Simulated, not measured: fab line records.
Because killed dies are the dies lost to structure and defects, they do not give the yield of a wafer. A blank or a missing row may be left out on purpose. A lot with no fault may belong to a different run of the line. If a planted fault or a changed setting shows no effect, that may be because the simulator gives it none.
The tool behind it: which one?	flow sfq line	Sampling: 14 lots, 42 wafers, 2 of 325 route steps

## WHAT EACH GAUGE READ, for each wafer
SFQ_I5_OVL_MEAS_936. Usual: I5_OVL 2 nm, standard deviation 5.2.
lot	measured	on	I5_OVL (nm)	flag
L204	day 76 15:26	overlay-01	-12 -12 -5	
L209	day 77 17:10	overlay-02	4 5 4	
L210	day 78 11:29	overlay-01	-4 -7 -6	
L211	day 78 15:56	overlay-01	3 2 3	
L213	day 79 09:56	overlay-02	9 6 7	
L214	day 79 20:44	overlay-01	1 3 3	
L216	day 80 01:11	overlay-02	10 3 4	
L217	day 81 03:17	overlay-01	3 4 8	
L220	day 81 13:32	overlay-01	0 6 3	
L222	day 81 20:44	overlay-01	-2 9 -1	
L223	day 81 23:08	overlay-01	1 0 -2	
L224	day 82 00:20	overlay-01	4 -1 6	
L225	day 82 02:43	overlay-01	-3 -3 -5	
L226	day 85 22:47	overlay-01	1 -2 -1	

## TOOL THAT RAN EACH LOT (tool first, then ch and the chambers of the sampled wafers, then the start)
lot	SFQ_TRILAYER_A5B_CMP_CMP_130
L204	cmp-01 ch 0,2,3, day 71 03:25
L209	cmp-01 ch 0,3, day 71 23:25
L210	cmp-02 ch 0,2,3, day 73 05:30
L211	cmp-02 ch 0,2, day 73 12:14
L213	cmp-01 ch 0,3, day 74 08:25
L214	cmp-02 ch 0,1,2, day 75 01:28
L216	cmp-01 ch 1,2, day 75 05:28
L217	cmp-01 ch 0,2,3, day 76 16:01
L220	cmp-01 ch 0,1,3, day 76 21:31
L222	cmp-01 ch 0,2,3, day 77 06:13
L223	cmp-02 ch 0,1,2, day 77 06:55
L224	cmp-01 ch 0,1,2, day 77 10:12
L225	cmp-02 ch 0,3, day 77 10:43
L226	cmp-02 ch 1,3, day 77 13:43
- SFQ_TRILAYER_A5B_CMP_CMP_130: polishes, stops on Nb, target thk 340.7 nm.

## AS READ BY THE TOOLS THEMSELVES (means over the sampled wafers that have a number; for cases with no such wafer, the mark the record gives instead)
SFQ_TRILAYER_A5B_CMP_CMP_130. Usual: edge zone pressure frac 1.000, standard deviation 0.0046; motor current A 10.5 A, standard deviation 1.2.
lot	tool	edge zone pressure frac	motor current A (A)	flag
L204	cmp-01	1.000	10.3	
L209	cmp-01	1.001	10.1	
L210	cmp-02	1.002	10.7	
L211	cmp-02	1.003	9.1	
L213	cmp-01	0.993	9.7	
L214	cmp-02	1.001	10.0	
L216	cmp-01	1.004	10.8	
L217	cmp-01	1.002	10.8	
L220	cmp-01	0.997	10.0	
L222	cmp-01	1.004	10.5	
L223	cmp-02	0.995	10.0	
L224	cmp-01	1.003	11.1	
L225	cmp-02	1.000	11.5	
L226	cmp-02	1.002	11.5	

## THE ANSWER, worked out from the rows above alone
Rule: a lot counts as off when the mean over its wafers that have a number is more than 3 standard deviations away from the usual mean. Also off: a lot with no number at a reading for which 4 or more lots have one. The other lots that the step has rows for count as sound. Order of review: gauges by route order, followed by the tools' own readings, for which a lot's mean as printed above is used. The first step at which some lot is off is used, and at that step the reading that is off furthest; a lot without a number counts as furthest.
Across all readings shown, no lot is off: no conclusion can be drawn from this.

## WHAT WAS PUT IN BY THE SIMULATOR
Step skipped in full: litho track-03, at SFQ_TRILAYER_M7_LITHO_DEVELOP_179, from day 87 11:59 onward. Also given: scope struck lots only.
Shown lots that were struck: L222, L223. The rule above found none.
